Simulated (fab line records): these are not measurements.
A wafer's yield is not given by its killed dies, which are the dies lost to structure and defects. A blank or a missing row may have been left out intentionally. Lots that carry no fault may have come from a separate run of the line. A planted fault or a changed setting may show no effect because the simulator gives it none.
A struck lot beside a sound one ; flow sky130 ; 25 steps out of a route of 708
Sound: the wafers L333.1, L333.5, L333.6. Wafers L342.1, L342.5, L342.6 were the ones struck. Last of all comes the cause.
At each step with rows: each side's tool, then ch and its chambers, then its first start. Under that, the readings that differ: sound wafers ; struck wafers ; difference of the means ; sigmas: that difference in standard deviations of wafers without a fault.
alike: readings whose means differ by less than 2 such deviations, and words and numbers that are the same on both sides. not compared: withheld readings, readings that some wafer has no value for, bounds like >300 that may hide the same value, and numbers for which the record gives no deviation and whose values overlap.
Wherever a step has rows on one side only, a row that says differs or no value, or a row with sigmas, the two part there. Numbers that have no deviation but don't overlap get no sigmas and don't part them. A reading missing from all wafers of one side parts the sides only when that side holds two or more wafers.

SKY_NWELL_RS_MEAS_31: the measuring method here is four-point-probe.
  struck on filmMetro-02, day 8 07:28; sound on filmMetro-04, day 6 00:46
reading;sound;struck;difference;sigmas
PWDE_RS (ohm/sq);5280 5282 5284;5256 5247 5248;-32;-2
then, 7 steps without rows for these wafers: SKY_VT_ADJUST_HVTP_DEHYDRATE_00 (time 60 s); SKY_VT_ADJUST_HVTP_HMDS_01 (prime time 60 s); SKY_VT_ADJUST_HVTP_COAT_02 (resist thk 1140 nm); SKY_VT_ADJUST_HVTP_SOFTBAKE_03 (time 60 s); SKY_VT_ADJUST_HVTP_EXPOSE_04 (exposes mask HVTPM, target cd 380 nm); SKY_VT_ADJUST_HVTP_PEB_05; SKY_VT_ADJUST_HVTP_DEVELOP_06 (develop time 60 s).
SKY_VT_ADJUST_HVTP_CD_MEAS_07: target cd 380 nm.
  struck on cdSem-02, day 9 04:25; sound on cdSem-02, day 6 19:37
reading;sound;struck;difference;sigmas
cdNm (nm);382.7 381.5 382.9;378.8 377.0 377.3;-4.7;-2
SKY_VT_ADJUST_HVTP_OVL_MEAS_08:
  struck on overlay-02, day 9 04:32; sound on overlay-01, day 6 19:44
  alike: VT_ADJUST_HVTP_OVL
after that, 1 step had no rows for these wafers: SKY_VT_ADJUST_HVTP_IMPLANT_09.
SKY_VT_ADJUST_HVTP_STRIP_10: strips in O2/N2.
  sound on plasmaAsher-03 ch 0,1, day 6 19:56; struck on plasmaAsher-03 ch 0,1, day 9 04:44
  no value came back on the struck wafers for chamberPressureMTorr (mTorr), drypumpMotorCurrentA (A), oesProductAu (a.u.), stripTimeToEndpointS (s); on the sound wafers chamberPressureMTorr (mTorr) reads 1500.3 1500.2 1499.5
reading;sound;struck;difference;sigmas
model.NOVOLAK_of_VT_ADJUST_HVTP_COAT_02.thkNm (nm);0 0 0;1144 1141 1143;+1143;
  not compared: rfHoursCounterH
SKY_VT_ADJUST_HVTP_TW_MEAS_11:
  struck on filmMetro-02, day 9 04:50; sound on filmMetro-03, day 6 20:02
  alike: VT_ADJUST_HVTP_TW
then, 7 steps without rows for these wafers: SKY_VT_ADJUST_LVTN_DEHYDRATE_00 (time 60 s); SKY_VT_ADJUST_LVTN_HMDS_01 (prime time 60 s); SKY_VT_ADJUST_LVTN_COAT_02 (resist thk 3000 nm); SKY_VT_ADJUST_LVTN_SOFTBAKE_03; SKY_VT_ADJUST_LVTN_EXPOSE_04 (exposes mask NWM COMPLEMENT LESS NATIVE, target cd 840 nm); SKY_VT_ADJUST_LVTN_PEB_05; SKY_VT_ADJUST_LVTN_DEVELOP_06 (develop time 60 s).
SKY_VT_ADJUST_LVTN_OVL_MEAS_07:
  struck on overlay-02, day 10 02:31; sound on overlay-02, day 7 15:28
  alike: VT_ADJUST_LVTN_OVL
after that, 1 step had no rows for these wafers: SKY_VT_ADJUST_LVTN_IMPLANT_08.
SKY_VT_ADJUST_LVTN_STRIP_09: strips in O2/N2.
  sound on plasmaAsher-02 ch 0,1, day 7 15:39; struck on plasmaAsher-03 ch 0,1, day 10 02:42
reading;sound;struck;difference;sigmas
oesProductAu (a.u.);0.720 0.720 0.723;0.733 0.723 0.729;+0.007;+2
stripTimeToEndpointS (s);36.85 36.85 36.86;53.80 53.81 53.68;+16.91;+99 or more
  alike: chamberPressureMTorr, drypumpMotorCurrentA
  not compared: rfHoursCounterH
SKY_VT_ADJUST_LVTN_TW_MEAS_10:
  struck on filmMetro-02, day 10 02:48; sound on filmMetro-01, day 7 15:45
reading;sound;struck;difference;sigmas
VT_ADJUST_LVTN_TW;239.4 239.2 239.8;30.5 30.5 30.6;-208.9;-70
then, 1 step without rows for these wafers: SKY_VT_ADJUST_LVTN_DEHYDRATE_11 (time 60 s).

== WHERE THEY PART ==
At SKY_NWELL_RS_MEAS_31 first; at SKY_VT_ADJUST_LVTN_TW_MEAS_10 last (within this record only).

WHY: what the simulator had put in
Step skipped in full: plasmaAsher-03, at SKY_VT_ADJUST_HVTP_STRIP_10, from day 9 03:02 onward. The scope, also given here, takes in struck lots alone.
